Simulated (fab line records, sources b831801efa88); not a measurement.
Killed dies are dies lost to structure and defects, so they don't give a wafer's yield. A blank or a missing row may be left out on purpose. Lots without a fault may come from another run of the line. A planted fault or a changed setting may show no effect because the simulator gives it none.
fab line records | flow sky130
record lots=7 wafers=18 last_day=50
route steps=708 shown FIELD_ISO@4 PAD_OPEN@708
lots that met no fault: from a run of the same line without faults
start_h: hours from the record's first day to the start of the lot's first wafer shown | wait_h: hours since the lot's step before | " the same as in the row above | L1.1+2: a row that stands for several wafers | - no value, or no start given | * or withheld: withheld | < > ~ a bound
route shown NAME@n: a module of which the file shows steps, and the number in the route of the first | usual: mean/standard deviation of fault-free wafers | same: alike in all rows | chamber/n: place in a boat | sites: the reading at each site | _std_site: their standard deviation | _edge_site: outer sites' mean less inner sites' | radius_mm: how far each site lies from the wafer's centre | mask NAME#n: copy n | behind: the tool/chamber that last shaped the wafer | hold: why the lot was held/for how many hours/how that ended | device: the transistor (n, p or np) that didn't switch | end of line: the same wafers' tests at the end of the route | a step without rows: its recipe alone | killed: dies lost to structure and defects at the first sort, not the wafer's yield | map: a wafer's dies, x killed, . not, _ none there
set.NAME: the setting as run; set.NAME@STEP: as run at that earlier step | model.NAME: the simulator's own value behind a step, which no gauge read
lots at some steps of the route; a table a step, a row a wafer
services: from which hour (start_h, from the record's first day; less than 0 if before it) a tool's chamber was out of use, for how many hours, and why
## steps
# step SKY_FIELD_ISO_CVD_03
# recipe material=Si3N4 precursor=DCS/NH3 target_thk_nm=165 temp_c=770 time_s=2830 pressure_mtorr=250
# step SKY_FIELD_ISO_THK_MEAS_04
# recipe reads=Si3N4_of_FIELD_ISO_CVD_03
# usual FIELD_ISO_CVD_03_THK=165.2/1.4
# columns lot.wafer tool chamber start_h wait_h FIELD_ISO_CVD_03_THK[nm]
L404.2 film_metro-04 - 18.80 0.0 165.0
L404.5 " - " " 164.7
L404.6 " - " " 166.2
L411.1 film_metro-01 - 53.96 0.0 167.3
L411.2 " - " " 166.5
L411.5 " - " " 165.3
L414.5 film_metro-02 - 68.52 0.0 164.8
L414.6 " - " " 163.3
L415.3 film_metro-01 - 73.50 0.0 164.9
L415.5 " - " " 164.4
L416.5 film_metro-04 - 79.41 0.0 164.5
L416.6 " - " " 164.5
L421.2 film_metro-04 - 104.52 0.0 166.6
L421.3 " - " " 167.9
L421.5 " - " " 166.0
L426.4 film_metro-01 - 132.25 0.0 164.2
L426.5 " - " " 164.7
L426.6 " - " " 166.5
# step SKY_FIELD_ISO_DEHYDRATE_05
# recipe temp_c=200 time_s=60
# step SKY_FIELD_ISO_HMDS_06
# recipe prime_time_s=60 prime_temp_c=120
# step SKY_FIELD_ISO_COAT_07
# recipe resist=BARC temp_c=withheld time_s=withheld spin_rpm=3000 resist_thk_nm=60
# step SKY_FIELD_ISO_COAT_08
# recipe resist=KrF-thick spin_rpm=3000 resist_thk_nm=450
# step SKY_FIELD_ISO_SOFTBAKE_09
# recipe temp_c=100 time_s=90 resist=KrF-thick
# step SKY_FIELD_ISO_EXPOSE_10
# recipe mask_id=FOM na=0.68 source_shape=annular sigma_inner=0.4 sigma_outer=0.8 target_cd_nm=150 dose_mj=28
# step SKY_FIELD_ISO_PEB_11
# recipe peb_temp_c=withheld peb_time_s=withheld resist=KrF-thick
# step SKY_FIELD_ISO_DEVELOP_12
# recipe develop_time_s=60 resist=KrF-thick dev_temp_c=21
# step SKY_FIELD_ISO_CD_MEAS_13
# recipe target_cd_nm=150
# usual cd_nm=150.4/1.3
# columns lot.wafer tool chamber start_h wait_h cd_nm
L404.2 cd_sem-02 - 33.90 - 148.7
L404.5 " - " " 150.1
L404.6 " - " " 149.9
L411.1 cd_sem-01 - 70.13 - 149.9
L411.2 " - " " 149.3
L411.5 " - " " 149.8
L414.5 cd_sem-02 - 85.73 - 150.1
L414.6 " - " " 151.3
L415.3 cd_sem-02 - 90.77 - 151.8
L415.5 " - " " 151.6
L416.5 cd_sem-01 - 96.36 - 150.2
L416.6 " - " " 150.6
L421.2 cd_sem-01 - 123.25 - 151.2
L421.3 " - " " 150.7
L421.5 " - " " 150.7
L426.4 cd_sem-01 - 150.86 - 150.4
L426.5 " - " " 150.8
L426.6 " - " " 151.6
# step SKY_FIELD_ISO_ETCH_14
# recipe chemistry=N2/H2 target=BARC ion_energy_ev=200 source_w=500 bias_w=100 pressure_mtorr=30 n2_flow_sccm=100 h2_flow_sccm=200 stop_on=SiO2 time_s=45.9 target_depth_a=600
# usual drypump_motor_current_A=5.8/0.41 oes_product_au=0.854/0.0045 throttle_valve_pct=13.224/0.0082
# columns lot.wafer tool chamber start_h wait_h drypump_motor_current_A oes_product_au rf_hours_counter_h throttle_valve_pct
L404.2 rie_diel-02 0 34.00 0.1 5.7 0.856 4 13.230
L404.5 " 1 " " 5.4 0.850 - 13.236
L404.6 " 2 " " 5.7 0.862 - 13.253
L411.1 rie_diel-02 3 70.25 0.1 5.3 0.849 126 13.219
L411.2 " 0 " " 5.7 0.843 5 13.218
L411.5 " 3 " " 5.3 0.856 - 13.220
L414.5 rie_diel-02 0 85.79 0.0 5.7 0.854 - 13.221
L414.6 " 1 " " 5.4 0.851 - 13.225
L415.3 rie_diel-02 3 90.85 0.1 5.3 0.851 126 13.229
L415.5 " 1 " " 5.5 0.853 - 13.202
L416.5 rie_diel-02 2 96.43 0.0 5.7 0.850 - 13.224
L416.6 " 1 " " 5.5 0.852 - 13.226
L421.2 rie_diel-03 1 123.35 0.1 5.3 0.855 10 13.235
L421.3 " 0 " " 6.7 0.855 9 13.232
L421.5 " 2 " " 6.0 0.852 - 13.223
L426.4 rie_diel-03 0 150.92 0.0 6.6 0.851 9 13.239
L426.5 " 1 " " 5.3 0.860 - 13.235
L426.6 " 0 " " 6.6 0.854 - 13.221
# step SKY_FIELD_ISO_ETCH_15
# recipe chemistry=CHF3/O2 target_depth_nm=180 stop_on=Si source_w=600 bias_w=200 pressure_mtorr=40 chf3_flow_sccm=50 O2_flow_sccm=5 time_s=72
# usual chf3_flow_sccm=50.03/0.16 drypump_motor_current_A=5.8/0.41 oes_product_au=0.947/0.006 throttle_valve_pct=8.844/0.0091
# columns lot.wafer tool chamber start_h wait_h chf3_flow_sccm drypump_motor_current_A oes_product_au rf_hours_counter_h throttle_valve_pct model.KrF-thick_of_FIELD_ISO_COAT_08.thk_nm
L404.2 rie_diel-02 0 34.05 0.0 50.01 5.7 0.953 4 8.848 233.3
L404.5 " 1 " " 50.00 5.4 0.945 - 8.856 239.5
L404.6 " 2 " " 49.80 5.7 0.951 - 8.843 235.9
L411.1 rie_diel-02 3 70.30 0.0 49.93 5.3 0.950 126 8.862 240.2
L411.2 " 0 " " 50.21 5.6 0.946 5 8.839 235.6
L411.5 " 3 " " 50.20 5.3 0.952 - 8.831 239.4
L414.5 rie_diel-02 0 85.84 0.0 50.00 5.7 0.715 - 8.765 307.1
L414.6 " 1 " " 50.13 5.5 0.942 - 8.853 241.7
L415.3 rie_diel-02 3 90.90 0.0 50.08 5.3 0.701 126 8.778 310.1
L415.5 " 1 " " 49.79 5.5 0.703 - 8.775 310.6
L416.5 rie_diel-02 2 96.47 0.0 49.97 5.7 0.713 - 8.776 306.9
L416.6 " 1 " " 50.11 5.4 0.942 - 8.839 237.8
L421.2 rie_diel-03 1 123.40 0.0 49.69 5.3 0.956 10 8.847 239.1
L421.3 " 0 " " 49.92 6.6 0.951 9 8.840 239
L421.5 " 2 " " 49.96 6.0 0.954 - 8.836 236.7
L426.4 rie_diel-03 0 150.96 0.0 49.93 6.6 0.944 9 8.846 237.2
L426.5 " 1 " " 49.98 5.3 0.951 - 8.838 238.6
L426.6 " 0 " " 50.05 6.6 0.949 - 8.834 237.9
# step SKY_FIELD_ISO_STRIP_16
# recipe chemistry=O2/N2 power_w=1400 pressure_mtorr=1500 platen_temp_c=withheld o2_flow_sccm=3000 n2_flow_sccm=300 overash_fraction=0.5
# usual drypump_motor_current_A=5.6/0.51 oes_product_au=0.378/0.0045 strip_time_to_endpoint_s=3.556/0.027
# columns lot.wafer tool chamber start_h wait_h drypump_motor_current_A oes_product_au rf_hours_counter_h strip_time_to_endpoint_s
L404.2 plasma_asher-02 1 34.10 0.0 5.8 0.372 36 3.513
L404.5 " 1 " " 5.8 0.378 - 3.595
L404.6 " 0 " " 5.1 0.376 - 3.543
L411.1 plasma_asher-02 0 70.35 0.0 5.1 0.383 39 3.585
L411.2 " 1 " " 5.7 0.372 39 3.545
L411.5 " 0 " " 5.1 0.378 - 3.578
L414.5 plasma_asher-01 1 85.93 0.1 6.3 0.409 - 4.301
L414.6 " 0 " " 4.9 0.379 - 3.580
L415.3 plasma_asher-01 0 90.99 0.1 4.9 0.413 - 4.323
L415.5 " 0 " " 5.0 0.409 - 4.329
L416.5 plasma_asher-01 1 96.57 0.1 6.4 0.402 - 4.295
L416.6 " 0 " " 4.9 0.383 - 3.571
L421.2 plasma_asher-01 1 123.45 0.0 6.3 0.382 44 3.577
L421.3 " 1 " " 6.3 0.378 - 3.568
L421.5 " 1 " " 6.3 0.380 - 3.552
L426.4 plasma_asher-01 0 151.05 0.1 4.9 0.372 - 3.564
L426.5 " 0 " " 4.9 0.381 - 3.584
L426.6 " 1 " " 6.4 0.372 - 3.558
# step SKY_FIELD_ISO_ETCH_17
# recipe target_depth_a=3420 mask_material=Si3N4 chemistry=HBr/Cl2/O2 target=Si taper_deg=5 icp_w=600 bias_w=150 pressure_mtorr=15 HBr_flow_sccm=150 Cl2_flow_sccm=40 O2_flow_sccm=6 time_s=97.7
# usual drypump_motor_current_A=5.99/0.21 oes_product_au=1.000/0.0086 throttle_valve_pct=25.656/0.011
# columns lot.wafer tool chamber start_h wait_h drypump_motor_current_A oes_product_au rf_hours_counter_h throttle_valve_pct
L404.2 rie_si-02 3 34.20 0.1 5.69 1.012 136 25.649
L404.5 " 2 " " 6.17 0.998 - 25.667
L404.6 " 3 " " 5.72 1.002 - 25.641
L411.1 rie_si-01 0 70.45 0.1 5.96 0.986 97 25.658
L411.2 " 1 " " 6.28 0.992 1 25.670
L411.5 " 1 " " 6.29 0.983 - 25.662
L414.5 rie_si-02 3 86.00 0.0 5.71 1.006 - 25.649
L414.6 " 0 " " 6.04 1.005 - 25.665
L415.3 rie_si-02 3 91.05 0.0 5.70 1.008 136 25.638
L415.5 " 0 " " 6.03 1.000 - 25.652
L416.5 rie_si-01 0 96.64 0.0 5.98 1.009 - 25.638
L416.6 " 3 " " 5.70 1.009 - 25.664
L421.2 rie_si-02 0 123.55 0.1 6.05 1.002 4 25.667
L421.3 " 1 " " 5.84 0.991 0 25.644
L421.5 " 3 " " 5.72 0.996 - 25.636
L426.4 rie_si-02 2 151.16 0.1 6.17 1.008 - 25.664
L426.5 " 0 " " 6.05 1.009 - 25.661
L426.6 " 1 " " 5.79 0.991 - 25.675
# step SKY_PAD_OPEN_PROBE_99
# usual killed_at_M0_to_M3=43/7 killed_at_M4_up=3.4/1.9 killed_at_contacts=24/5.4 killed_at_front_end=15/4.4 killed_at_other=0.4/0.63 killed_dies=86/9.1 killed_on_rim=16/3.5 killed_open=46/6.6 killed_short=39/6.6
# same gross_dies=492 killed_at_back_side=0
# columns lot.wafer tool chamber start_h wait_h killed_at_M0_to_M3 killed_at_M4_up killed_at_contacts killed_at_front_end killed_at_other killed_dies killed_on_rim killed_open killed_short
L404.2 prober-02 - 1078.20 0.1 32 1 31 15 0 79 15 44 34
L404.5 prober-02 - 1078.35 0.2 54 2 23 11 1 91 21 50 41
L404.6 prober-02 - 1078.40 0.2 50 3 16 10 1 80 14 41 39
L411.1 prober-02 - 1129.42 0.1 47 5 16 15 1 84 16 38 46
L411.5 prober-02 - 1129.62 0.2 41 4 33 14 1 93 15 55 38
L414.5 prober-02 - 1136.66 0.2 49 3 30 410 0 492 96 51 45
L415.3 prober-01 - 1143.12 0.2 50 6 14 421 1 492 96 44 43
L415.5 prober-01 - 1143.22 0.2 42 2 19 429 0 492 96 35 44
L416.5 prober-02 - 1147.24 0.2 39 4 16 432 1 492 96 45 27
# killed by level:class
L404.2 CONTACT:geometric_particle:open=11 LI_CONTACT:geometric_particle:open=7 FIELD_ISO:geometric_particle:open=6 VIA1:geometric_particle:open=6 VIA2:geometric_particle:open=6 CONTACT:geometric_particle:short=5 VIA3:geometric_particle:open=5 POLY_GATE:geometric_particle:short=4
L404.5 VIA1:geometric_particle:open=14 CONTACT:geometric_particle:open=10 METAL1:geometric_particle:short=7 METAL2:geometric_particle:short=7 VIA3:geometric_particle:open=6 LI_CONTACT:geometric_particle:open=5 VIA2:geometric_particle:open=5 VIA3:geometric_particle:short=5
L404.6 VIA1:geometric_particle:open=15 METAL1:geometric_particle:short=9 CONTACT:geometric_particle:open=7 VIA3:geometric_particle:short=5 LI_CONTACT:geometric_particle:open=4 VIA1:geometric_particle:short=4 VIA2:geometric_particle:open=4 METAL3:geometric_particle:short=4
L411.1 VIA3:geometric_particle:open=11 VIA1:geometric_particle:open=7 METAL2:geometric_particle:short=7 METAL1:geometric_particle:short=6 CONTACT:geometric_particle:open=5 FIELD_ISO:geometric_particle:short=4 LOCAL_INTERCONNECT:geometric_particle:short=4 VIA2:geometric_particle:short=4
L411.5 VIA1:geometric_particle:open=11 CONTACT:geometric_particle:open=9 LI_CONTACT:geometric_particle:open=8 VIA2:geometric_particle:open=8 LOCAL_INTERCONNECT:geometric_particle:short=5 CONTACT:geometric_particle:short=5 METAL2:geometric_particle:short=5 METAL1:geometric_particle:short=5
L414.5 FIELD_ISO:area_etch=396 LI_CONTACT:geometric_particle:open=12 VIA2:geometric_particle:open=10 METAL1:geometric_particle:short=8 CONTACT:geometric_particle:short=6 CONTACT:geometric_particle:open=6 VIA3:geometric_particle:open=6 VIA2:geometric_particle:short=5
L415.3 FIELD_ISO:area_etch=405 VIA2:geometric_particle:open=9 METAL1:geometric_particle:short=7 VIA3:geometric_particle:open=6 CONTACT:geometric_particle:open=5 VIA1:geometric_particle:open=5 FIELD_ISO:geometric_particle:open=4 POLY_GATE:geometric_particle:open=4
L415.5 FIELD_ISO:area_etch=413 VIA3:geometric_particle:open=10 METAL2:geometric_particle:short=8 CONTACT:geometric_particle:open=7 METAL1:geometric_particle:short=7 POLY_GATE:geometric_particle:short=5 CONTACT:geometric_particle:short=5 VIA1:geometric_particle:open=5
L416.5 FIELD_ISO:area_etch=420 VIA3:geometric_particle:open=8 VIA1:geometric_particle:open=8 METAL2:geometric_particle:short=8 CONTACT:geometric_particle:open=5 VIA2:geometric_particle:open=5 LI_CONTACT:geometric_particle:open=4 METAL4:geometric_particle:short=4
# map L414.5 (x killed, . not)
__________xxxxxxxxxx_________
________xxxxxxxxxxxxxx_______
______xxxxxxxxxxxxxxxxxx_____
_____xxxxxxxxxxxxxxxxxxxx____
____xxxxxxxxxxxxxxxxxxxxxx___
___xxxxxxxxxxxxxxxxxxxxxxxx__
__xxxxxxxxxxxxxxxxxxxxxxxxxx_
_xxxxxxxxxxxxxxxxxxxxxxxxxxxx
_xxxxxxxxxxxxxxxxxxxxxxxxxxxx
_xxxxxxxxxxxxxxxxxxxxxxxxxxxx
_xxxxxxxxxxxxxxxxxxxxxxxxxxxx
_xxxxxxxxxxxxxxxxxxxxxxxxxxxx
_xxxxxxxxxxxxxxxxxxxxxxxxxxxx
_xxxxxxxxxxxxxxxxxxxxxxxxxxxx
_xxxxxxxxxxxxxxxxxxxxxxxxxxxx
__xxxxxxxxxxxxxxxxxxxxxxxxxx_
___xxxxxxxxxxxxxxxxxxxxxxxx__
____xxxxxxxxxxxxxxxxxxxxxx___
_____xxxxxxxxxxxxxxxxxxxx____
______xxxxxxxxxxxxxxxxxx_____
________xxxxxxxxxxxxxx_______
__________xxxxxxxxxx_________
# map L415.3 (x killed, . not)
__________xxxxxxxxxx_________
________xxxxxxxxxxxxxx_______
______xxxxxxxxxxxxxxxxxx_____
_____xxxxxxxxxxxxxxxxxxxx____
____xxxxxxxxxxxxxxxxxxxxxx___
___xxxxxxxxxxxxxxxxxxxxxxxx__
__xxxxxxxxxxxxxxxxxxxxxxxxxx_
_xxxxxxxxxxxxxxxxxxxxxxxxxxxx
_xxxxxxxxxxxxxxxxxxxxxxxxxxxx
_xxxxxxxxxxxxxxxxxxxxxxxxxxxx
_xxxxxxxxxxxxxxxxxxxxxxxxxxxx
_xxxxxxxxxxxxxxxxxxxxxxxxxxxx
_xxxxxxxxxxxxxxxxxxxxxxxxxxxx
_xxxxxxxxxxxxxxxxxxxxxxxxxxxx
_xxxxxxxxxxxxxxxxxxxxxxxxxxxx
__xxxxxxxxxxxxxxxxxxxxxxxxxx_
___xxxxxxxxxxxxxxxxxxxxxxxx__
____xxxxxxxxxxxxxxxxxxxxxx___
_____xxxxxxxxxxxxxxxxxxxx____
______xxxxxxxxxxxxxxxxxx_____
________xxxxxxxxxxxxxx_______
__________xxxxxxxxxx_________
## services
# columns tool chamber start_h hours kind
plasma_asher-02 - 23.45 2.3 repair
rie_si-01 3 40.18 4.4 repair
rie_diel-03 0 55.70 5.3 repair
rie_diel-03 3 69.11 - clean
rie_diel-03 3 69.11 23.9 scheduled_down
rie_diel-03 3 69.11 23.9 vent_cycle
rie_si-02 1 80.44 - clean
rie_si-02 1 80.44 32.9 scheduled_down
rie_si-02 1 80.44 32.9 vent_cycle
rie_si-02 - 105.07 15.6 pm
plasma_asher-02 - 108.75 9.0 pm
plasma_asher-02 0 108.75 9.0 vent_cycle
plasma_asher-02 1 108.75 9.0 vent_cycle
rie_si-01 1 112.92 15.6 repair
plasma_asher-02 0 117.75 - clean
plasma_asher-02 1 117.75 - clean
rie_diel-02 1 121.26 2.9 repair
rie_si-02 1 132.12 7.3 repair
rie_si-02 3 134.97 15.1 repair
rie_diel-02 0 141.11 5.7 repair
plasma_asher-02 - 147.14 2.0 repair
rie_si-02 3 150.10 - clean
rie_si-02 3 150.10 25.3 scheduled_down
rie_si-02 3 150.10 25.3 vent_cycle
## key
first_sign step=SKY_FIELD_ISO_ETCH_15 reading=oes_product_au direction=down sigmas=40 usual=0.947 struck=0.708
effect step=SKY_FIELD_ISO_ETCH_15 reading=throttle_valve_pct direction=down sigmas=7.7 usual=8.844 struck=8.774
effect step=SKY_FIELD_ISO_STRIP_16 reading=strip_time_to_endpoint_s direction=up sigmas=28 usual=* struck=*
effect step=SKY_PAD_OPEN_PROBE_99 reading=killed_at_front_end direction=up sigmas=93 usual=15 struck=423
model_effect step=SKY_FIELD_ISO_ETCH_15 value=KrF-thick_of_FIELD_ISO_COAT_08.thk_nm without=237 struck=308.7
more_kills_born_at SKY_FIELD_ISO_ETCH_15@rie_diel-02=1634
met_at SKY_FIELD_ISO_ETCH_15
struck_wafers L414.5,L415.3,L415.5,L416.5
later_rows_left_out L414.5,L415.3,L415.5,L416.5
tester_left_out L414,L415,L416
onset_between 70.30 85.84
fault kind=process_parameter_drift tool=rie_diel-02 chamber=- onset_h=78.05 steps=SKY_FIELD_ISO_ETCH_15 channel=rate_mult offset=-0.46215 shape=step end_h=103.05 scope=struck_wafers_only
# tester_left_out: of these lots the tester's yield and bins aren't shown, on N5 and GAA mostly nor the transistor test; their killed dies are dies lost to structure and defects alone, not to doping, threshold or leakage, so they don't give the yield
# later_rows_left_out: the simulator's readings of these wafers behind a module that went badly wrong aren't trusted and aren't shown, but for the sort
